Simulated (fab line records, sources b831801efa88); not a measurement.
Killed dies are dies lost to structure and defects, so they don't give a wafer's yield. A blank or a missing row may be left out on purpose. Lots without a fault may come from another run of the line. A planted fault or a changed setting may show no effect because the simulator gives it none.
Which tool did it? | flow gf180mcu | 13 lots, 39 wafers sampled, at 3 steps of a route of 602

WHAT THE GAUGES READ, wafer by wafer
GF_M1_OVL_MEAS_15. Usual: M1_OVL 3 nm, standard deviation 6.
lot  | measured     | on         | M1_OVL (nm) | flag
L658 | day 18 06:36 | overlay-02 | 13 3 8      |
L659 | day 18 13:23 | overlay-02 | -1 7 2      |
L660 | day 18 19:05 | overlay-01 | 7 -7 -6     |
L661 | day 18 21:10 | overlay-01 | 12 9 12     |
L662 | day 19 10:42 | overlay-02 | -2 -4 1     |
L663 | day 19 18:26 | overlay-01 | 11 5 9      |
L665 | day 21 03:11 | overlay-02 | -4 -10 0    |
L670 | day 22 13:13 | overlay-02 | 6 6 0       |
L672 | day 22 22:09 | overlay-01 | -3 -2 2     |
L675 | day 24 06:17 | overlay-01 | -2 4 1      |
L677 | day 24 16:41 | overlay-02 | 4 -3 4      |
L678 | day 24 23:48 | overlay-02 | 3 -4 -1     |
L679 | day 25 06:53 | overlay-02 | 5 -3 7      |

GF_M2_OVL_MEAS_15. Usual: M2_OVL -1 nm, standard deviation 4.6.
lot  | measured     | on         | M2_OVL (nm) | flag
L658 | day 20 09:59 | overlay-01 | -1 1 2      |
L659 | day 20 17:19 | overlay-02 | 5 -5 0      |
L660 | day 20 22:41 | overlay-02 | 2 3 2       |
L661 | day 21 01:10 | overlay-01 | 2 4 -6      |
L662 | day 21 14:45 | overlay-01 | -2 -3 -5    |
L663 | day 21 21:44 | overlay-01 | 9 7 4       |
L665 | day 23 05:36 | overlay-01 | -3 -5 -5    |
L670 | day 24 13:43 | overlay-02 | 0 -2 2      |
L672 | day 24 22:10 | overlay-01 | -5 4 2      |
L675 | day 26 05:01 | overlay-01 | 1 -5 -1     |
L677 | day 26 14:25 | overlay-02 | 2 6 5       |
L678 | day 26 20:35 | overlay-01 | 9 -13 -1    |
L679 | day 27 02:43 | overlay-01 | 6 -5 1      |

WHICH TOOL RAN EACH LOT (tool, then ch and the chambers of the sampled wafers, then the start)
lot  | GF_LVPWELL_EXPOSE_04
L658 | iline_stepper-02 ch 0, day 4 07:04
L659 | iline_stepper-01 ch 0, day 4 12:46
L660 | iline_stepper-02 ch 0, day 4 15:56
L661 | iline_stepper-02 ch 0, day 4 18:48
L662 | iline_stepper-01 ch 0, day 5 00:27
L663 | iline_stepper-01 ch 0, day 5 04:53
L665 | iline_stepper-01 ch 0, day 5 23:25
L670 | iline_stepper-01 ch 0, day 6 23:21
L672 | iline_stepper-01 ch 0, day 7 05:07
L675 | iline_stepper-02 ch 0, day 7 23:50
L677 | iline_stepper-01 ch 0, day 8 10:36
L678 | iline_stepper-01 ch 0, day 8 16:32
L679 | iline_stepper-01 ch 0, day 8 21:51
- GF_LVPWELL_EXPOSE_04: exposes mask LVPWELL, target cd 600 nm.

WHAT THE TOOLS THEMSELVES READ (means of the sampled wafers that have a number; where no wafer has one, the mark that the record gives instead)
The record holds no such reading with a usual standard deviation.

THE ANSWER, worked out from the rows above alone
Rule: a lot is off if the mean of its wafers that have a number lies more than 3 standard deviations from the usual mean. A lot without any number at a reading at which 4 lots or more have one is off too. The other lots that the step has rows for count as sound. The gauges are gone through in route order, then the tools' own readings, and for those a lot's mean is taken as printed above. The first step at which some lot is off is used, and at that step the reading that is off furthest; a lot without a number counts as furthest.
No lot is off at any reading shown: from this, nothing can be told.

WHAT THE SIMULATOR HAD PUT IN
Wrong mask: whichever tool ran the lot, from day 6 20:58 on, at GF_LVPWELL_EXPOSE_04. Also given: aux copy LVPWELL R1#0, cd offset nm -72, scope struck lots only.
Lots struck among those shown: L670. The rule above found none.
